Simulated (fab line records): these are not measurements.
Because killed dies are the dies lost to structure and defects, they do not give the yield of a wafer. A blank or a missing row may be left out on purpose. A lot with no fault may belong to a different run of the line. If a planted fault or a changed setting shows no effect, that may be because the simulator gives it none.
Which tool did it? + flow sky130 + 36 wafers from 12 lots sampled at 6 of the route's 708 steps

WHAT EACH GAUGE READ, for each wafer
SKY_VT_ADJUST_PCH_OVL_MEAS_07.
| lot  | measured     | on         | VT_ADJUST_PCH_OVL (nm) |
|------|--------------|------------|------------------------|
| L197 | day 11 09:56 | overlay-02 | 0.3 -0.1 -0.3          |
| L198 | day 11 15:05 | overlay-02 | -0.4 0.8 -0.3          |
| L199 | day 11 23:39 | overlay-01 | -0.4 -1.0 -0.7         |
| L201 | day 12 18:12 | overlay-02 | -0.2 -0.3 -0.3         |
| L202 | day 12 23:35 | overlay-02 | 3.0 3.3 1.6            |
| L204 | day 13 14:28 | overlay-01 | -1.4 -2.2 -0.3         |
| L212 | day 16 05:26 | overlay-01 | -1.6 0.4 0.3           |
| L213 | day 16 12:03 | overlay-02 | -0.5 0.0 0.6           |
| L214 | day 16 19:14 | overlay-01 | 0.1 -1.3 0.0           |
| L215 | day 17 07:40 | overlay-02 | -1.5 -0.1 -1.6         |
| L216 | day 17 16:56 | overlay-01 | 1.2 0.2 1.9            |
| L217 | day 17 20:10 | overlay-01 | 1.4 1.1 -0.2           |

SKY_SONOS_ONO_THK_MEAS_03.
| lot  | measured     | on            | SONOS_ONO_CVD_02_THK (nm) |
|------|--------------|---------------|---------------------------|
| L197 | day 12 13:34 | film-metro-01 | 10.32 10.34 10.15         |
| L198 | day 12 18:26 | film-metro-02 | 10.60 10.80 10.53         |
| L199 | day 13 05:15 | film-metro-02 | 10.61 10.52 10.61         |
| L201 | day 14 00:08 | film-metro-01 | 10.75 10.75 10.67         |
| L202 | day 14 06:10 | film-metro-03 | 10.29 10.37 10.45         |
| L204 | day 15 01:40 | film-metro-01 | 10.35 10.49 10.35         |
| L212 | day 17 17:47 | film-metro-02 | 10.51 10.49 10.53         |
| L213 | day 17 23:10 | film-metro-02 | 10.48 10.63 10.52         |
| L214 | day 19 05:26 | film-metro-03 | 10.42 10.32 10.43         |
| L215 | day 19 05:27 | film-metro-02 | 10.48 10.52 10.34         |
| L216 | day 19 05:27 | film-metro-01 | 10.38 10.29 10.45         |
| L217 | day 19 10:50 | film-metro-02 | 10.51 10.51 10.46         |

SKY_POLY_GATE_THK_MEAS_01.
| lot  | measured     | on            | POLY_GATE_CVD_00_THK (nm) |
|------|--------------|---------------|---------------------------|
| L197 | day 15 01:02 | film-metro-03 | 182.7 182.1 181.1         |
| L198 | day 15 06:40 | film-metro-03 | 182.2 183.5 182.1         |
| L199 | day 15 19:20 | film-metro-04 | 181.5 181.2 181.7         |
| L201 | day 16 12:07 | film-metro-02 | 180.3 179.5 180.3         |
| L202 | day 16 18:49 | film-metro-02 | 181.5 182.2 182.1         |
| L204 | day 17 16:40 | film-metro-03 | 167.4 166.0 165.5         |
| L212 | day 20 12:38 | film-metro-03 | 181.1 180.1 180.1         |
| L213 | day 20 19:10 | film-metro-03 | 182.6 182.5 182.0         |
| L214 | day 22 00:43 | film-metro-02 | 179.2 179.4 178.2         |
| L215 | day 22 03:11 | film-metro-02 | 182.6 180.2 181.9         |
| L216 | day 22 01:56 | film-metro-03 | 182.3 183.5 183.1         |
| L217 | day 22 09:35 | film-metro-03 | 183.7 183.1 182.5         |

SKY_LDD_N_TW_MEAS_17.
| lot  | measured     | on            | LDD_N_TW       |
|------|--------------|---------------|----------------|
| L197 | day 18 19:28 | film-metro-03 | 2589 2605 2618 |
| L198 | day 19 02:07 | film-metro-03 | 2573 2586 2578 |
| L199 | day 20 07:06 | film-metro-03 | 2587 2610 2606 |
| L201 | day 20 12:19 | film-metro-02 | 2591 2577 2584 |
| L202 | day 20 19:22 | film-metro-01 | 2607 2644 2618 |
| L204 | day 22 03:58 | film-metro-01 | 2609 2616 2614 |
| L212 | day 24 14:40 | film-metro-01 | 2609 2617 2620 |
| L213 | day 24 17:28 | film-metro-01 | 2620 2624 2617 |
| L214 | day 25 22:50 | film-metro-03 | 2581 2577 2601 |
| L215 | day 26 02:28 | film-metro-02 | 2564 2582 2566 |
| L216 | day 26 00:44 | film-metro-02 | 2567 2575 2565 |
| L217 | day 26 09:28 | film-metro-02 | 2575 2568 2575 |

TOOL THAT RAN EACH LOT (tool first, then ch and the chambers of the sampled wafers, then the start)
| lot  | SKY_POLY_GATE_CVD_00        | SKY_POLY_GATE_ETCH_17            |
|------|-----------------------------|----------------------------------|
| L197 | lpcvd-01 ch 1, day 14 23:14 | rie-si-02 ch 0,2, day 17 10:33   |
| L198 | lpcvd-01 ch 1, day 15 04:52 | rie-si-02 ch 0,1,3, day 17 17:25 |
| L199 | lpcvd-01 ch 0, day 15 18:08 | rie-si-02 ch 0,1,3, day 18 21:37 |
| L201 | lpcvd-01 ch 1, day 16 10:55 | rie-si-01 ch 0,1, day 19 02:51   |
| L202 | lpcvd-01 ch 1, day 16 17:36 | rie-si-01 ch 0,3, day 19 08:52   |
| L204 | lpcvd-01 ch 1, day 17 15:27 | rie-si-01 ch 0,1, day 20 18:42   |
| L212 | lpcvd-01 ch 0, day 20 11:26 | rie-si-02 ch 0,2,3, day 23 05:15 |
| L213 | lpcvd-01 ch 1, day 20 17:58 | rie-si-02 ch 0,3, day 23 09:21   |
| L214 | lpcvd-01 ch 0, day 21 23:31 | rie-si-01 ch 0,2, day 24 14:59   |
| L215 | lpcvd-01 ch 0, day 22 01:58 | rie-si-01 ch 0,2, day 24 18:01   |
| L216 | lpcvd-01 ch 0, day 22 00:43 | rie-si-02 ch 0,1, day 24 15:55   |
| L217 | lpcvd-01 ch 0, day 22 08:23 | rie-si-02 ch 0,1, day 25 01:38   |
- SKY_POLY_GATE_CVD_00: deposits poly-Si, target thk 180 nm, time 720 s.
- SKY_POLY_GATE_ETCH_17: etches poly-Si in HBr/Cl2, stops on SiO2, target depth 180 nm, time 70.5 s.

AS READ BY THE TOOLS THEMSELVES (means over the sampled wafers that have a number; for cases with no such wafer, the mark the record gives instead)
SKY_POLY_GATE_CVD_00.
| lot  | tool     | zone-power-bottom-pct (%) |
|------|----------|---------------------------|
| L197 | lpcvd-01 | 12.8                      |
| L198 | lpcvd-01 | 12.7                      |
| L199 | lpcvd-01 | 13.5                      |
| L201 | lpcvd-01 | 12.9                      |
| L202 | lpcvd-01 | 12.7                      |
| L204 | lpcvd-01 | 13.0                      |
| L212 | lpcvd-01 | 13.5                      |
| L213 | lpcvd-01 | 12.9                      |
| L214 | lpcvd-01 | 13.5                      |
| L215 | lpcvd-01 | 13.6                      |
| L216 | lpcvd-01 | 13.5                      |
| L217 | lpcvd-01 | 13.5                      |

SKY_POLY_GATE_ETCH_17.
| lot  | tool      | drypump-motor-current-A (A) | oes-product-au (a.u.) | throttle-valve-pct (%) |
|------|-----------|-----------------------------|-----------------------|------------------------|
| L197 | rie-si-02 | 5.6                         | 0.988                 | 33.679                 |
| L198 | rie-si-02 | 5.6                         | 0.999                 | 33.680                 |
| L199 | rie-si-02 | 5.6                         | 0.992                 | 33.687                 |
| L201 | rie-si-01 | 6.3                         | 0.983                 | 33.686                 |
| L202 | rie-si-01 | 6.3                         | 0.983                 | 33.679                 |
| L204 | rie-si-01 | 6.2                         | 0.942                 | 33.692                 |
| L212 | rie-si-02 | 5.8                         | 0.987                 | 33.681                 |
| L213 | rie-si-02 | 5.9                         | 0.998                 | 33.687                 |
| L214 | rie-si-01 | 6.3                         | 0.987                 | 33.689                 |
| L215 | rie-si-01 | 6.3                         | 0.990                 | 33.683                 |
| L216 | rie-si-02 | 5.2                         | 0.992                 | 33.684                 |
| L217 | rie-si-02 | 5.2                         | 0.994                 | 33.696                 |

THE ANSWER, worked out from the rows above alone
Rule: the lots themselves supply what counts as usual. The widest of any qualifying gaps counts: lots, ordered by their means at a reading, are off when they make up no more than a third of the lots, leave a main group of 4 or more, and stand apart from it by 3 or more times the standard deviation of that group's means. If all means in a main group match to the digits the tables above print for the reading, that group is not used. Also off: a lot with no number at a reading for which 4 or more lots have one. All remaining lots with rows at the step are treated as sound. Order of review: gauges by route order, followed by the tools' own readings, for which a lot's mean as printed above is used. At the first step where some lot is off, the reading lying furthest off is the one used; lots without a number count as furthest.
Off: L204, seen at SKY_POLY_GATE_THK_MEAS_01 (POLY_GATE_CVD_00_THK). The main group has a mean of 181.6 nm with a standard deviation of 1.2.
If a tool, at a process step before that reading, ran all the lots that are off and no sound lot after the first of them, it fits. Not tried: the gauges at SKY_POLY_GATE_THK_MEAS_01; whatever is off there is also off at SKY_POLY_GATE_ETCH_17, on other tools, and gauge error can't account for it. None of those tried fits.

WHAT THE SIMULATOR HAD PUT IN
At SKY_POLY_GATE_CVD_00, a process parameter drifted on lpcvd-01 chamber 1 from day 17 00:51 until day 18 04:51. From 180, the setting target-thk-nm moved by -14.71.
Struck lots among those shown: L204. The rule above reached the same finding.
